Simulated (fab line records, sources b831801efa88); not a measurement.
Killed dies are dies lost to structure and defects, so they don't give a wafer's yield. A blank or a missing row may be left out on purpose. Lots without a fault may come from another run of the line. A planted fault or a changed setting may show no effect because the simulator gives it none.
fab line records | flow sky130
record lots=6 wafers=18 last_day=50
route steps=708 shown POLY_CUT@317 SD_P@320 RES_XHIGH@333 SD_N@342 PAD_OPEN@708
lots that met no fault: from a run of the same line without faults
start_h: hours from the record's first day to the start of the lot's first wafer shown | wait_h: hours since the lot's step before | " the same as in the row above | L1.1+2: a row that stands for several wafers | - no value, or no start given | * or withheld: withheld | < > ~ a bound
route shown NAME@n: a module of which the file shows steps, and the number in the route of the first | usual: mean/standard deviation of fault-free wafers | same: alike in all rows | chamber/n: place in a boat | sites: the reading at each site | _std_site: their standard deviation | _edge_site: outer sites' mean less inner sites' | radius_mm: how far each site lies from the wafer's centre | mask NAME#n: copy n | behind: the tool/chamber that last shaped the wafer | hold: why the lot was held/for how many hours/how that ended | device: the transistor (n, p or np) that didn't switch | end of line: the same wafers' tests at the end of the route | a step without rows: its recipe alone | killed: dies lost to structure and defects at the first sort, not the wafer's yield | map: a wafer's dies, x killed, . not, _ none there
set.NAME: the setting as run; set.NAME@STEP: as run at that earlier step | model.NAME: the simulator's own value behind a step, which no gauge read
lots at some steps of the route; a table a step, a row a wafer
services: from which hour (start_h, from the record's first day; less than 0 if before it) a tool's chamber was out of use, for how many hours, and why
## steps
# step SKY_POLY_CUT_ETCH_10
# recipe chemistry=N2/H2 target=BARC ion_energy_ev=200 source_w=500 bias_w=100 pressure_mtorr=30 n2_flow_sccm=100 h2_flow_sccm=200 stop_on=SiO2 time_s=45.9 target_depth_a=600
# usual drypump_motor_current_A=5.8/0.31 oes_product_au=0.855/0.005 throttle_valve_pct=13.224/0.0086
# columns lot.wafer tool chamber start_h wait_h drypump_motor_current_A oes_product_au rf_hours_counter_h throttle_valve_pct
L660.1 rie_diel-04 1 636.52 0.0 5.8 0.856 5 13.217
L660.2 " 3 " " 5.8 0.850 15 13.220
L660.3 " 0 " " 5.4 0.851 2 13.216
L661.1 rie_diel-02 3 642.37 0.0 5.9 0.860 39 13.221
L661.2 " 1 " " 5.7 0.850 33 13.233
L661.4 " 0 " " 5.1 0.864 59 13.231
L662.2 rie_diel-04 3 644.46 0.0 5.9 0.856 16 13.221
L662.4 " 2 " " 6.2 0.858 44 13.217
L662.6 " 1 " " 5.9 0.862 - 13.204
L667.1 rie_diel-02 3 726.01 0.0 5.8 0.853 41 13.230
L667.2 " 1 " " 5.7 0.851 34 13.223
L667.5 " 1 " " 5.6 0.857 - 13.230
L671.1 rie_diel-04 0 732.96 0.0 5.4 0.851 5 13.227
L671.3 " 2 " " 6.2 0.856 46 13.220
L671.5 " 3 " " 5.8 0.854 - 13.232
L674.1 rie_diel-02 0 748.37 0.0 5.1 0.855 1 13.223
L674.3 " 3 " " 5.9 0.855 41 13.219
L674.4 " 1 " " 5.7 0.859 - 13.219
# step SKY_POLY_CUT_ETCH_11
# recipe target=Si3N4 chemistry=CF4/CH2F2/Ar stop_on=poly-Si source_w=600 bias_w=150 pressure_mtorr=40 cf4_flow_sccm=40 ch2f2_flow_sccm=20 Ar_flow_sccm=150 time_s=42.5 target_depth_a=600
# usual drypump_motor_current_A=5.8/0.31 oes_product_au=0.831/0.0062 throttle_valve_pct=14.993/0.0087
# columns lot.wafer tool chamber start_h wait_h drypump_motor_current_A oes_product_au rf_hours_counter_h throttle_valve_pct
L660.1 rie_diel-04 1 636.56 0.0 5.9 0.846 5 14.993
L660.2 " 3 " " 5.8 0.834 15 14.992
L660.3 " 0 " " 5.4 0.834 2 14.985
L661.1 rie_diel-02 3 642.41 0.0 5.8 0.823 39 15.000
L661.2 " 1 " " 5.6 0.828 33 15.002
L661.4 " 0 " " 5.1 0.821 60 14.992
L662.2 rie_diel-04 3 644.51 0.0 5.8 0.824 16 14.990
L662.4 " 2 " " 6.1 0.830 44 14.988
L662.6 " 1 " " 5.8 0.821 - 14.974
L667.1 rie_diel-02 3 726.05 0.0 5.9 0.838 41 14.978
L667.2 " 1 " " 5.7 0.827 34 14.990
L667.5 " 1 " " 5.6 0.842 - 14.991
L671.1 rie_diel-04 0 733.00 0.0 5.5 0.831 5 14.981
L671.3 " 2 " " 6.2 0.825 46 14.987
L671.5 " 3 " " 5.8 0.826 - 15.004
L674.1 rie_diel-02 0 748.41 0.0 5.1 0.829 1 14.998
L674.3 " 3 " " 5.8 0.830 41 15.006
L674.4 " 1 " " 5.7 0.836 - 15.005
# step SKY_POLY_CUT_STRIP_12
# recipe chemistry=O2/N2 power_w=1400 pressure_mtorr=1500 platen_temp_c=withheld o2_flow_sccm=3000 n2_flow_sccm=300 overash_fraction=0.5
# usual drypump_motor_current_A=5.37/0.28 oes_product_au=0.452/0.0049 strip_time_to_endpoint_s=5.348/0.021
# same overash_fraction=0.5
# columns lot.wafer tool chamber start_h wait_h drypump_motor_current_A oes_product_au rf_hours_counter_h strip_time_to_endpoint_s
L660.1 plasma_asher-04 1 636.60 0.0 5.43 0.453 52 5.365
L660.2 " 0 " " 5.57 0.451 52 5.359
L660.3 " 0 " " 5.56 0.445 - 5.357
L661.1 plasma_asher-01 0 642.45 0.0 5.23 0.453 21 5.346
L661.2 " 1 " " 5.37 0.457 21 5.347
L661.4 " 1 " " 5.34 0.449 - 5.340
L662.2 plasma_asher-01 0 644.55 0.0 5.25 0.454 21 5.339
L662.4 " 1 " " 5.33 0.458 - 5.346
L662.6 " 0 " " 5.29 0.453 - 5.333
L667.1 plasma_asher-01 1 726.09 0.0 5.32 0.457 29 5.373
L667.2 " 0 " " 5.23 0.456 29 5.366
L667.5 " 0 " " 5.24 0.448 - 5.362
L671.1 plasma_asher-03 0 733.04 0.0 4.84 0.449 105 5.363
L671.3 " 0 " " 4.85 0.454 - 5.364
L671.5 " 1 " " 5.85 0.462 - 5.336
L674.1 plasma_asher-04 1 748.45 0.0 5.45 0.445 61 5.376
L674.3 " 1 " " 5.43 0.458 - 5.358
L674.4 " 0 " " 5.58 0.461 - 5.365
# step SKY_SD_P_DEHYDRATE_00
# recipe temp_c=200 time_s=60
# step SKY_SD_P_HMDS_01
# recipe prime_time_s=60 prime_temp_c=120
# step SKY_SD_P_COAT_02
# recipe resist=NOVOLAK spin_rpm=3000 resist_thk_nm=1140
# step SKY_SD_P_SOFTBAKE_03
# recipe temp_c=90 time_s=60 resist=NOVOLAK
# step SKY_SD_P_EXPOSE_04
# recipe mask_id=PSDM na=0.6 source_shape=conventional sigma_outer=0.6 polarization=unpolarized target_cd_nm=380 dose_mj=138
# step SKY_SD_P_PEB_05
# recipe temp_c=withheld time_s=* resist=NOVOLAK
# step SKY_SD_P_DEVELOP_06
# recipe resist=NOVOLAK developer=TMAH develop_time_s=60 dev_temp_c=23
# step SKY_SD_P_CD_MEAS_07
# recipe target_cd_nm=380
# usual cd_nm=380/3.1
# columns lot.wafer tool chamber start_h wait_h cd_nm
L660.1 cd_sem-02 - 665.10 0.1 377
L660.2 " - " " 376
L660.3 " - " " 376
L661.1 cd_sem-02 - 670.64 0.2 376
L661.2 " - " " 373
L661.4 " - " " 377
L662.2 cd_sem-02 - 672.52 0.1 379
L662.4 " - " " 379
L662.6 " - " " 380
L667.1 cd_sem-01 - 753.65 0.1 380
L667.2 " - " " 382
L667.5 " - " " 383
L671.1 cd_sem-02 - 760.15 0.1 376
L671.3 " - " " 379
L671.5 " - " " 379
L674.1 cd_sem-01 - 774.70 0.1 380
L674.3 " - " " 378
L674.4 " - " " 378
# step SKY_SD_P_OVL_MEAS_08
# usual SD_P_OVL=0.5/1.4
# columns lot.wafer tool chamber start_h wait_h SD_P_OVL[nm]
L660.1 overlay-02 - 665.22 0.1 1.4
L660.2 " - " " 0.5
L660.3 " - " " 0.1
L661.1 overlay-02 - 670.76 0.1 -0.9
L661.2 " - " " 0.2
L661.4 " - " " -1.4
L662.2 overlay-02 - 672.63 0.1 1.4
L662.4 " - " " 0.6
L662.6 " - " " 1.3
L667.1 overlay-01 - 753.77 0.1 1.9
L667.2 " - " " 1.5
L667.5 " - " " 2.1
L671.1 overlay-02 - 760.27 0.1 0.8
L671.3 " - " " 2.7
L671.5 " - " " 0.8
L674.1 overlay-01 - 774.82 0.1 -0.6
L674.3 " - " " 1.4
L674.4 " - " " -0.4
# step SKY_SD_P_IMPLANT_09
# recipe species=BF2 energy_kev=20 dose_cm2=3e+15 tilt_deg=0
# usual beam_on_s=11.5/0.46 tilt_deg=0.001/0.022
# columns lot.wafer tool chamber start_h wait_h beam_on_s tilt_deg
L660.1 implanter-02 0 665.26 0.0 11.4 0.025
L660.2 " 0 " " 11.7 0.007
L660.3 " 0 " " 11.7 0.002
L661.1 implanter-02 0 670.79 0.0 12.0 -0.011
L661.2 " 0 " " 12.3 0.003
L661.4 " 0 " " 12.0 -0.031
L662.2 implanter-03 0 672.68 0.0 10.9 0.012
L662.4 " 0 " " 10.9 -0.014
L662.6 " 0 " " 11.1 0.047
L667.1 implanter-04 0 753.81 0.0 11.2 0.010
L667.2 " 0 " " 11.2 0.010
L667.5 " 0 " " 11.0 0.001
L671.1 implanter-04 0 760.31 0.0 11.3 6.958
L671.3 " 0 " " 11.5 6.968
L671.5 " 0 " " 11.0 6.956
L674.1 implanter-04 0 774.86 0.0 11.4 6.975
L674.3 " 0 " " 10.9 6.985
L674.4 " 0 " " 11.6 6.969
# step SKY_SD_P_STRIP_10
# recipe chemistry=O2/N2 power_w=1400 pressure_mtorr=1500 platen_temp_c=withheld o2_flow_sccm=3000 n2_flow_sccm=300 overash_fraction=0.5
# usual drypump_motor_current_A=5.5/0.36 oes_product_au=0.618/0.0044 strip_time_to_endpoint_s=17.50/0.041
# same overash_fraction=0.5
# columns lot.wafer tool chamber start_h wait_h drypump_motor_current_A oes_product_au rf_hours_counter_h strip_time_to_endpoint_s
L660.1 plasma_asher-03 1 665.41 0.1 5.8 0.618 98 17.47
L660.2 " 0 " " 4.8 0.621 98 17.51
L660.3 " 0 " " 4.9 0.619 - 17.44
L661.1 plasma_asher-02 0 670.94 0.1 5.8 0.609 84 17.54
L661.2 " 1 " " 5.5 0.617 84 17.59
L661.4 " 0 " " 5.8 0.618 - 17.61
L662.2 plasma_asher-03 0 672.81 0.1 4.9 0.621 99 17.53
L662.4 " 1 " " 5.9 0.620 - 17.51
L662.6 " 1 " " 5.8 0.617 - 17.55
L667.1 plasma_asher-03 1 753.96 0.1 5.9 0.618 1 17.50
L667.2 " 0 " " 4.8 0.619 1 17.48
L667.5 " 1 " " 5.9 0.621 - 17.49
L671.1 plasma_asher-04 0 760.46 0.1 5.6 0.613 63 17.42
L671.3 " 1 " " 5.4 0.620 - 17.45
L671.5 " 1 " " 5.4 0.615 - 17.43
L674.1 plasma_asher-02 1 775.01 0.1 5.5 0.624 96 17.45
L674.3 " 0 " " 5.8 0.612 - 17.47
L674.4 " 1 " " 5.6 0.616 - 17.45
# step SKY_SD_P_TW_MEAS_11
# usual SD_P_TW=2837/26
# columns lot.wafer tool chamber start_h wait_h hold SD_P_TW
L660.1 film_metro-01 - 665.51 0.1 - 2811
L660.2 " - " " - 2802
L660.3 " - " " - 2797
L661.1 film_metro-01 - 671.04 0.1 - 2797
L661.2 " - " " - 2797
L661.4 " - " " - 2805
L662.2 film_metro-01 - 672.92 0.1 - 2808
L662.4 " - " " - 2803
L662.6 " - " " - 2804
L667.1 film_metro-03 - 754.06 0.1 - 2869
L667.2 " - " " - 2855
L667.5 " - " " - 2866
L671.1 film_metro-01 - 760.56 0.1 await_dispo/0.2h/release 2956
L671.3 " - " " await_dispo/0.2h/release 2962
L671.5 " - " " await_dispo/0.2h/release 2970
L671.1 film_metro-01 - 760.90 0.3 - 2970
L671.3 " - " " - 2960
L671.5 " - " " - 2964
L674.1 film_metro-04 - 775.11 0.1 await_dispo/0.2h/release 3013
L674.3 " - " " await_dispo/0.2h/release 3022
L674.4 " - " " await_dispo/0.2h/release 3021
L674.1 film_metro-04 - 775.33 0.2 - 3029
L674.3 " - " " - 3015
L674.4 " - " " - 3021
# step SKY_RES_XHIGH_HMDS_01
# recipe prime_time_s=60 prime_temp_c=120
# step SKY_RES_XHIGH_COAT_02
# recipe resist=NOVOLAK spin_rpm=3000 resist_thk_nm=1140
# step SKY_RES_XHIGH_SOFTBAKE_03
# recipe temp_c=90 time_s=60 resist=NOVOLAK
# step SKY_RES_XHIGH_EXPOSE_04
# recipe mask_id=URPM na=0.6 source_shape=conventional sigma_outer=0.6 polarization=unpolarized target_cd_nm=1270 dose_mj=140
# step SKY_RES_XHIGH_PEB_05
# recipe temp_c=withheld time_s=* resist=NOVOLAK
# step SKY_RES_XHIGH_DEVELOP_06
# recipe resist=NOVOLAK developer=TMAH develop_time_s=60 dev_temp_c=23
# step SKY_RES_XHIGH_IMPLANT_07
# recipe species=BF2 energy_kev=20 dose_cm2=3.6e+14 tilt_deg=0
# step SKY_RES_XHIGH_STRIP_08
# recipe chemistry=O2/N2 power_w=1400 pressure_mtorr=1500 platen_temp_c=withheld o2_flow_sccm=3000 n2_flow_sccm=300 overash_fraction=0.5
# step SKY_RES_XHIGH_TW_MEAS_09
# usual RES_XHIGH_TW=1648/15
# columns lot.wafer tool chamber start_h wait_h RES_XHIGH_TW
L660.1 film_metro-03 - 692.90 0.1 1653
L660.2 " - " " 1649
L660.3 " - " " 1642
L661.1 film_metro-03 - 698.86 0.1 1655
L661.2 " - " " 1662
L661.4 " - " " 1659
L662.2 film_metro-03 - 700.56 0.1 1657
L662.4 " - " " 1653
L662.6 " - " " 1657
L667.1 film_metro-04 - 780.15 0.1 1655
L667.2 " - " " 1669
L667.5 " - " " 1650
L671.1 film_metro-03 - 786.96 0.1 1657
L671.3 " - " " 1661
L671.5 " - " " 1661
L674.1 film_metro-01 - 801.40 0.1 1619
L674.3 " - " " 1621
L674.4 " - " " 1624
# step SKY_SD_N_DEHYDRATE_00
# recipe temp_c=200 time_s=60
# step SKY_SD_N_HMDS_01
# recipe prime_time_s=60 prime_temp_c=120
# step SKY_SD_N_COAT_02
# recipe resist=NOVOLAK spin_rpm=3000 resist_thk_nm=1140
# step SKY_SD_N_SOFTBAKE_03
# recipe temp_c=90 time_s=60 resist=NOVOLAK
# step SKY_SD_N_EXPOSE_04
# recipe mask_id=NSDM na=0.6 source_shape=conventional sigma_outer=0.6 polarization=unpolarized target_cd_nm=380 dose_mj=141
# step SKY_SD_N_PEB_05
# recipe temp_c=withheld time_s=* resist=NOVOLAK
# step SKY_SD_N_DEVELOP_06
# recipe resist=NOVOLAK developer=TMAH develop_time_s=60 dev_temp_c=23
# step SKY_SD_N_CD_MEAS_07
# recipe target_cd_nm=380
# usual cd_nm=379.9/2.3
# columns lot.wafer tool chamber start_h wait_h cd_nm
L660.1 cd_sem-02 - 720.65 0.1 376.0
L660.2 " - " " 378.6
L660.3 " - " " 379.1
L661.1 cd_sem-01 - 726.11 0.1 384.3
L661.2 " - " " 384.7
L661.4 " - " " 383.1
L662.2 cd_sem-02 - 727.23 0.1 377.5
L662.4 " - " " 377.0
L662.6 " - " " 380.5
L667.1 cd_sem-02 - 805.70 0.1 380.5
L667.2 " - " " 378.5
L667.5 " - " " 379.0
L671.1 cd_sem-01 - 812.76 0.1 381.9
L671.3 " - " " 382.2
L671.5 " - " " 381.3
L674.1 cd_sem-02 - 827.56 0.1 382.7
L674.3 " - " " 379.6
L674.4 " - " " 381.1
# step SKY_SD_N_OVL_MEAS_08
# usual SD_N_OVL=-0.7/1.5
# columns lot.wafer tool chamber start_h wait_h SD_N_OVL[nm]
L660.1 overlay-02 - 720.77 0.1 -0.6
L660.2 " - " " -0.4
L660.3 " - " " -2.9
L661.1 overlay-01 - 726.23 0.1 0.3
L661.2 " - " " 3.5
L661.4 " - " " 0.8
L662.2 overlay-01 - 727.34 0.1 -0.4
L662.4 " - " " -0.1
L662.6 " - " " -1.4
L667.1 overlay-01 - 805.82 0.1 -0.1
L667.2 " - " " -0.4
L667.5 " - " " 2.5
L671.1 overlay-02 - 812.88 0.1 -0.5
L671.3 " - " " -0.5
L671.5 " - " " -0.1
L674.1 overlay-01 - 827.68 0.1 0.1
L674.3 " - " " -1.4
L674.4 " - " " -0.8
# step SKY_SD_N_IMPLANT_09
# recipe species=As energy_kev=50 dose_cm2=4e+15 tilt_deg=0
# step SKY_SD_N_IMPLANT_10
# recipe species=P energy_kev=20 dose_cm2=1e+14 tilt_deg=0
# step SKY_SD_N_STRIP_11
# recipe chemistry=O2/N2 power_w=1400 pressure_mtorr=1500 platen_temp_c=withheld o2_flow_sccm=3000 n2_flow_sccm=300 overash_fraction=0.5
# step SKY_SD_N_TW_MEAS_12
# usual SD_N_TW=3985/37
# columns lot.wafer tool chamber start_h wait_h SD_N_TW
L660.1 film_metro-01 - 721.21 0.1 3957
L660.2 " - " " 3973
L660.3 " - " " 3977
L661.1 film_metro-01 - 726.67 0.1 3969
L661.2 " - " " 3979
L661.4 " - " " 3963
L662.2 film_metro-03 - 727.78 0.1 4021
L662.4 " - " " 4029
L662.6 " - " " 4020
L667.1 film_metro-01 - 806.26 0.1 3952
L667.2 " - " " 3991
L667.5 " - " " 3949
L671.1 film_metro-03 - 813.32 0.1 4026
L671.3 " - " " 4017
L671.5 " - " " 4004
L674.1 film_metro-03 - 828.12 0.1 3987
L674.3 " - " " 3980
L674.4 " - " " 3974
# step SKY_SD_N_CLEAN_13
# recipe chemistry=SC1/SC2 mix=1:4:20 temp_c=70 time_s=150 dry=n2_spin
# step SKY_SD_N_RTA_14
# recipe temp_c=1075 time_s=2 idle_temp_c=650 ramp_up_c_per_s=150 ramp_down_c_per_s=90 ambient=N2
# usual lamp_power_pct=15.73/0.059 wafer_temp_C_max=1078.2/1.4
# columns lot.wafer tool chamber start_h wait_h lamp_power_pct wafer_temp_C_max
L660.1 rtp_anneal-01 0 721.32 0.0 15.68 1077.8
L660.2 " 0 " " 15.75 1077.3
L660.3 " 0 " " 15.64 1078.5
L661.1 rtp_anneal-02 0 726.78 0.0 15.70 1076.6
L661.2 " 0 " " 15.77 1077.2
L661.4 " 0 " " 15.67 1077.8
L662.2 rtp_anneal-01 0 727.93 0.0 15.75 1080.1
L662.4 " 0 " " 15.69 1080.5
L662.6 " 0 " " 15.78 1076.2
L667.1 rtp_anneal-02 0 806.37 0.0 15.70 1078.3
L667.2 " 0 " " 15.83 1077.6
L667.5 " 0 " " 15.82 1078.3
L671.1 rtp_anneal-01 0 813.43 0.0 15.68 1078.8
L671.3 " 0 " " 15.55 1075.5
L671.5 " 0 " " 15.72 1077.3
L674.1 rtp_anneal-01 0 828.23 0.0 15.76 1078.3
L674.3 " 0 " " 15.73 1076.4
L674.4 " 0 " " 15.77 1079.5
# step SKY_SD_N_RS_MEAS_16
# recipe thk_meas_gauge=four-point-probe
# usual SD_N_RS=68.53/0.15
# columns lot.wafer tool chamber start_h wait_h SD_N_RS[ohm/sq]
L660.1 film_metro-01 - 721.50 0.1 68.12
L660.2 " - " " 68.45
L660.3 " - " " 68.33
L661.1 film_metro-03 - 726.96 0.1 68.28
L661.2 " - " " 68.40
L661.4 " - " " 68.37
L662.2 film_metro-01 - 728.12 0.1 68.48
L662.4 " - " " 68.59
L662.6 " - " " 68.42
L667.1 film_metro-04 - 806.54 0.1 68.57
L667.2 " - " " 68.64
L667.5 " - " " 68.73
L671.1 film_metro-01 - 813.60 0.1 68.64
L671.3 " - " " 68.56
L671.5 " - " " 68.64
L674.1 film_metro-04 - 828.40 0.1 68.63
L674.3 " - " " 68.69
L674.4 " - " " 68.67
# step SKY_SD_N_RS_MEAS_17
# recipe thk_meas_gauge=four-point-probe
# usual SD_P_RS=147.1/0.43
# columns lot.wafer tool chamber start_h wait_h hold SD_P_RS[ohm/sq]
L660.1 film_metro-01 - 721.62 0.1 - 145.8
L660.2 " - " " - 146.3
L660.3 " - " " - 146.9
L661.1 film_metro-03 - 727.08 0.1 - 146.8
L661.2 " - " " - 147.1
L661.4 " - " " - 147.0
L662.2 film_metro-01 - 728.24 0.1 - 147.5
L662.4 " - " " - 146.8
L662.6 " - " " - 146.7
L667.1 film_metro-04 - 806.66 0.1 - 146.9
L667.2 " - " " - 147.0
L667.5 " - " " - 147.0
L671.1 film_metro-01 - 813.72 0.1 await_dispo/0.2h/release 138.6
L671.3 " - " " await_dispo/0.2h/release 138.6
L671.5 " - " " await_dispo/0.2h/release 138.7
L671.1 film_metro-01 - 814.01 0.3 - 138.8
L671.3 " - " " - 138.9
L671.5 " - " " - 138.6
L674.1 film_metro-04 - 828.52 0.1 await_dispo/0.2h/release 138.3
L674.3 " - " " await_dispo/0.2h/release 139.5
L674.4 " - " " await_dispo/0.2h/release 138.8
L674.1 film_metro-04 - 828.94 0.4 - 138.7
L674.3 " - " " - 139.3
L674.4 " - " " - 138.8
# step SKY_PAD_OPEN_PROBE_99
# usual killed_at_M0_to_M3=42/6.3 killed_at_M4_up=3.2/1.9 killed_at_contacts=24/5.8 killed_at_front_end=15/4.3 killed_at_other=0.2/0.62 killed_dies=85/9.3 killed_open=46/6.8 killed_short=38/6.1
# same gross_dies=492 killed_at_back_side=0
# columns lot.wafer tool chamber start_h wait_h killed_at_M0_to_M3 killed_at_M4_up killed_at_contacts killed_at_front_end killed_at_other killed_dies killed_open killed_short model.etest.res_pdiff.rs_ohm_sq
L660.1 prober-01 - 1120.93 0.1 47 2 29 10 1 89 50 39 193.6
L660.2 prober-01 - 1120.98 0.1 45 2 18 19 1 85 49 36 195.1
L660.3 prober-01 - 1121.03 0.2 45 2 19 18 0 84 56 28 194.3
L661.1 prober-02 - 1127.24 0.1 35 3 23 24 0 85 39 46 198.1
L661.2 prober-02 - 1127.29 0.1 40 5 20 19 1 85 52 33 197.2
L661.4 prober-02 - 1127.39 0.2 31 0 18 17 1 67 37 30 196.9
L662.2 prober-01 - 1127.99 0.1 35 6 18 19 0 78 38 39 198.9
L662.4 prober-01 - 1128.09 0.2 37 3 18 23 0 81 42 38 199.2
L662.6 prober-01 - 1128.19 0.2 39 1 23 22 0 85 42 43 195.3
L667.1 prober-02 - 1178.70 0.1 45 2 15 7 0 69 35 33 195
L667.2 prober-02 - 1178.75 0.1 51 6 26 18 0 101 56 44 194.5
L667.5 prober-02 - 1178.90 0.2 51 0 27 17 0 95 56 39 193.1
L671.1 prober-02 - 1185.08 0.1 43 1 31 17 4 96 59 35 202.4
L671.3 prober-02 - 1185.18 0.2 47 2 17 15 1 82 38 44 199.5
L671.5 prober-02 - 1185.28 0.2 41 2 23 15 0 81 46 35 202.4
L674.1 prober-01 - 1193.52 0.1 49 3 21 27 1 101 56 43 199.5
L674.3 prober-01 - 1193.62 0.2 42 3 36 13 0 94 55 37 202.3
L674.4 prober-01 - 1193.67 0.2 31 3 20 17 0 71 35 36 201
# killed by level:class
L660.1 CONTACT:geometric_particle:open=15 METAL1:geometric_particle:short=13 VIA1:geometric_particle:open=10 LI_CONTACT:geometric_particle:open=6 VIA2:geometric_particle:open=5 VIA3:geometric_particle:open=5 CONTACT:geometric_particle:short=4 METAL2:geometric_particle:short=3
L660.2 VIA3:geometric_particle:open=10 VIA1:geometric_particle:open=8 CONTACT:geometric_particle:short=7 VIA2:geometric_particle:open=7 LI_CONTACT:geometric_particle:open=6 VIA3:geometric_particle:short=6 POLY_GATE:geometric_particle:open=5 CONTACT:geometric_particle:open=5
L660.3 VIA1:geometric_particle:open=14 CONTACT:geometric_particle:open=10 VIA2:geometric_particle:open=8 VIA3:geometric_particle:open=8 POLY_GATE:geometric_particle:open=5 METAL2:geometric_particle:short=5 LI_CONTACT:geometric_particle:open=4 FIELD_ISO:geometric_particle:open=3
L661.1 FIELD_ISO:geometric_particle:open=9 METAL2:geometric_particle:short=8 VIA1:geometric_particle:open=8 CONTACT:geometric_particle:short=7 CONTACT:geometric_particle:open=7 LOCAL_INTERCONNECT:geometric_particle:short=6 VIA2:geometric_particle:short=5 FIELD_ISO:geometric_particle:short=4
L661.2 CONTACT:geometric_particle:open=9 VIA1:geometric_particle:open=8 FIELD_ISO:geometric_particle:open=7 METAL1:geometric_particle:short=7 VIA3:geometric_particle:open=7 LI_CONTACT:geometric_particle:open=6 FIELD_ISO:geometric_particle:short=5 METAL1:geometric_particle:open=4
L661.4 FIELD_ISO:geometric_particle:open=6 VIA3:geometric_particle:open=6 VIA2:geometric_particle:open=5 LI_CONTACT:geometric_particle:open=5 LOCAL_INTERCONNECT:geometric_particle:short=5 CONTACT:geometric_particle:open=5 FIELD_ISO:geometric_particle:short=4 VIA2:geometric_particle:short=4
L662.2 VIA1:geometric_particle:open=8 METAL1:geometric_particle:short=7 CONTACT:geometric_particle:open=6 SPACER:geometric_particle:open=5 METAL2:geometric_particle:short=5 LI_CONTACT:geometric_particle:short=5 FIELD_ISO:geometric_particle:short=4 SPACER:geometric_particle:short=4
L662.4 FIELD_ISO:geometric_particle:short=9 VIA2:geometric_particle:open=9 LI_CONTACT:geometric_particle:open=7 METAL2:geometric_particle:short=7 POLY_GATE:geometric_particle:open=6 VIA3:geometric_particle:open=6 VIA1:geometric_particle:open=6 VIA1:geometric_particle:short=4
L662.6 CONTACT:geometric_particle:open=9 VIA2:geometric_particle:short=8 FIELD_ISO:geometric_particle:short=7 VIA2:geometric_particle:open=7 LOCAL_INTERCONNECT:geometric_particle:short=5 LI_CONTACT:geometric_particle:open=4 FIELD_ISO:geometric_particle:open=4 VIA3:geometric_particle:open=4
L667.1 VIA3:geometric_particle:open=10 METAL1:geometric_particle:short=7 VIA1:geometric_particle:short=6 CONTACT:geometric_particle:open=6 VIA1:geometric_particle:open=5 VIA2:geometric_particle:open=5 METAL3:geometric_particle:short=5 LI_CONTACT:geometric_particle:open=4
L667.2 VIA3:geometric_particle:open=11 CONTACT:geometric_particle:open=10 METAL1:geometric_particle:short=8 VIA1:geometric_particle:open=8 FIELD_ISO:geometric_particle:open=6 CONTACT:geometric_particle:short=5 VIA2:geometric_particle:open=5 LI_CONTACT:geometric_particle:open=4
L667.5 LI_CONTACT:geometric_particle:open=11 VIA1:geometric_particle:open=9 VIA3:geometric_particle:open=7 POLY_GATE:geometric_particle:open=6 LOCAL_INTERCONNECT:geometric_particle:short=6 METAL2:geometric_particle:short=5 CONTACT:geometric_particle:open=5 METAL1:geometric_particle:open=5
L671.1 CONTACT:geometric_particle:open=12 VIA1:geometric_particle:open=11 LI_CONTACT:geometric_particle:open=9 METAL2:geometric_particle:short=7 VIA3:geometric_particle:open=6 VIA2:geometric_particle:open=4 FIELD_ISO:geometric_particle:short=3 FIELD_ISO:geometric_particle:open=3
L671.3 METAL1:geometric_particle:short=10 VIA1:geometric_particle:open=8 VIA1:geometric_particle:short=7 METAL2:geometric_particle:short=7 SPACER:geometric_particle:open=6 LI_CONTACT:geometric_particle:open=5 CONTACT:geometric_particle:short=4 CONTACT:geometric_particle:open=4
L671.5 VIA2:geometric_particle:open=12 CONTACT:geometric_particle:open=8 LI_CONTACT:geometric_particle:open=7 METAL2:geometric_particle:short=7 VIA1:geometric_particle:open=6 FIELD_ISO:geometric_particle:short=5 METAL1:geometric_particle:short=5 LOCAL_INTERCONNECT:geometric_particle:short=4
L674.1 VIA1:geometric_particle:open=12 CONTACT:geometric_particle:open=11 FIELD_ISO:geometric_particle:open=7 METAL1:geometric_particle:short=7 FIELD_ISO:geometric_particle:short=5 SPACER:geometric_particle:open=5 VIA1:geometric_particle:short=5 METAL2:geometric_particle:short=5
L674.3 VIA1:geometric_particle:open=12 CONTACT:geometric_particle:open=9 LI_CONTACT:geometric_particle:open=8 LOCAL_INTERCONNECT:geometric_particle:short=7 POLY_GATE:geometric_particle:open=6 CONTACT:geometric_particle:short=6 METAL2:geometric_particle:short=6 VIA3:geometric_particle:open=6
L674.4 METAL1:geometric_particle:short=7 LI_CONTACT:geometric_particle:open=6 VIA2:geometric_particle:open=6 POLY_GATE:geometric_particle:short=5 POLY_GATE:geometric_particle:open=5 METAL2:geometric_particle:short=4 LOCAL_INTERCONNECT:geometric_particle:short=4 VIA1:geometric_particle:short=4
## services
# columns tool chamber start_h hours kind
implanter-02 - 621.76 1.8 repair
plasma_asher-02 - 624.75 4.5 repair
rie_diel-02 2 631.55 5.6 repair
implanter-03 - 633.38 1.4 repair
implanter-04 - 646.06 3.2 pm
implanter-02 - 647.28 1.0 repair
implanter-04 - 666.51 4.7 pm
rie_diel-02 1 667.54 9.7 repair
implanter-03 - 676.75 6.0 repair
rie_diel-02 - 693.85 28.1 pm
implanter-02 - 697.14 29.7 pm
implanter-03 - 702.09 1.7 repair
implanter-03 - 707.23 3.7 pm
implanter-04 - 711.54 5.3 pm
plasma_asher-04 - 717.00 14.6 pm
plasma_asher-03 - 725.31 4.1 repair
plasma_asher-03 - 733.75 9.0 pm
rie_diel-04 3 744.18 14.1 repair
plasma_asher-01 - 746.49 15.6 pm
rie_diel-02 2 747.98 4.2 repair
rie_diel-04 - 754.94 2.2 repair
plasma_asher-03 - 783.23 1.3 repair
plasma_asher-01 - 806.17 10.0 pm
implanter-02 - 812.94 3.2 pm
## key
first_sign step=SKY_SD_P_IMPLANT_09 reading=tilt_deg direction=up sigmas=99+ usual=* struck=*
effect step=SKY_SD_P_TW_MEAS_11 reading=visit direction=added
effect step=SKY_SD_P_TW_MEAS_11 reading=SD_P_TW direction=up sigmas=6 usual=2837 struck=2991
effect step=SKY_SD_N_RS_MEAS_17 reading=SD_P_RS direction=down sigmas=19 usual=147.1 struck=138.8
model_effect step=SKY_PAD_OPEN_PROBE_99 value=etest.res_pdiff.rs_ohm_sq without=197.5 struck=201.2
met_at SKY_SD_P_IMPLANT_09
struck_wafers L671.1,L671.3,L671.5,L674.1,L674.3,L674.4
tester_left_out L671,L674
onset_between 753.81 760.31
fault kind=process_parameter_drift tool=implanter-04 chamber=- onset_h=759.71 steps=SKY_SD_P_IMPLANT_09 channel=tilt_deg offset=* shape=step end_h=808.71 acts_in=* stated=*
# tester_left_out: of these lots the tester's yield and bins aren't shown, on N5 and GAA mostly nor the transistor test; their killed dies are dies lost to structure and defects alone, not to doping, threshold or leakage, so they don't give the yield
